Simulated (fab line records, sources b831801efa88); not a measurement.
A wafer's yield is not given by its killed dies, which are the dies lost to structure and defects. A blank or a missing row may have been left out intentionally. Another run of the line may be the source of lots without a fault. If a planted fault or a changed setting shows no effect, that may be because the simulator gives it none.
One fault seen from 2 desks    flow sky130    what lay behind the numbers comes last; until then each desk has only its own

## FOR THE TOOL OWNER'S DESK: iline stepper-01
The tool's own readings at SKY_VT_ADJUST_LVTN_EXPOSE_15 (exposes mask HVN STD DERIVED, target cd 600 nm): means of the sampled wafers that have a number, for each lot that ran on this tool. A lot is out of limits, marked OUT, if its mean lies more than 4 standard deviations from the usual mean; the brackets give that distance.
Columns: A = exposure dose mJ cm2 at SKY_VT_ADJUST_LVTN_EXPOSE_15, usual 162.99; B = reticle temp C at SKY_VT_ADJUST_LVTN_EXPOSE_15, usual 23.04 C
lot   first seen here  A                         B
L620  day 7 19:31      162.98                    23.13
L624  day 8 18:02      163.33                    23.11
L629  day 10 00:34     163.20                    23.10
L630  day 10 06:41     162.77                    23.09
L632  day 10 22:49     184.10 (+99 or more) OUT  22.95
L634  day 11 08:40     184.27 (+99 or more) OUT  22.94
This desk's finding: out of limits on L632, L634; first on L632, day 10 22:49 (exposure dose mJ cm2 at SKY_VT_ADJUST_LVTN_EXPOSE_15). In limits: L620, L624, L629, L630.

## AT THE METROLOGY DESK
Means of the sampled wafers that have a number, per lot and without regard to the tool the lot ran on: this is what the gauges read. A lot is out of limits, marked OUT, if its mean lies more than 4 standard deviations from the usual mean; the brackets give that distance.
Columns: A = VT_ADJUST_LVTN_OVL at SKY_VT_ADJUST_LVTN_OVL_MEAS_07, usual 0.0 nm; B = VT_ADJUST_HVTR_OVL at SKY_VT_ADJUST_HVTR_OVL_MEAS_08, usual 0.4 nm
lot   first seen here  A     B
L620  day 7 09:06      -1.0  -0.2
L624  day 8 07:41      0.2   0.6
L625  day 8 13:38      -1.4  -1.4
L628  day 9 09:23      2.2   2.2
L629  day 9 13:41      1.8   -1.4
L630  day 9 19:33      -0.2  1.5
L631  day 10 04:41     -2.4  -1.1
L632  day 10 12:26     -0.0  2.0
L633  day 10 14:45     -0.3  1.3
L634  day 10 20:41     -0.4  2.3
L636  day 11 11:26     0.6   1.6
L641  day 12 20:42     0.2   -1.1
This desk found nothing out of limits on any of the 12 lots.

## PUT TOGETHER
At day 10 22:49, on L632, L634, the tool owner's desk was in a position to raise an alarm.
At the metrology desk, nothing out of limits was observed.
The metrology desk holds a record of L632, L634, inside its limits.
The lots listed all ran SKY_VT_ADJUST_LVTN_EXPOSE_15 on iline stepper-01.

## WHAT HAD BEEN PUT IN BY THE SIMULATOR
Process parameters drifting: iline stepper-01 at SKY_VT_ADJUST_LVTN_EXPOSE_15, beginning at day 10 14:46. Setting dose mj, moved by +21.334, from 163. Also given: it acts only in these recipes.
Lots struck among those shown: L632, L634.
Hours from the fault's start to each desk's first reading out of limits: the tool owner's desk, 8.
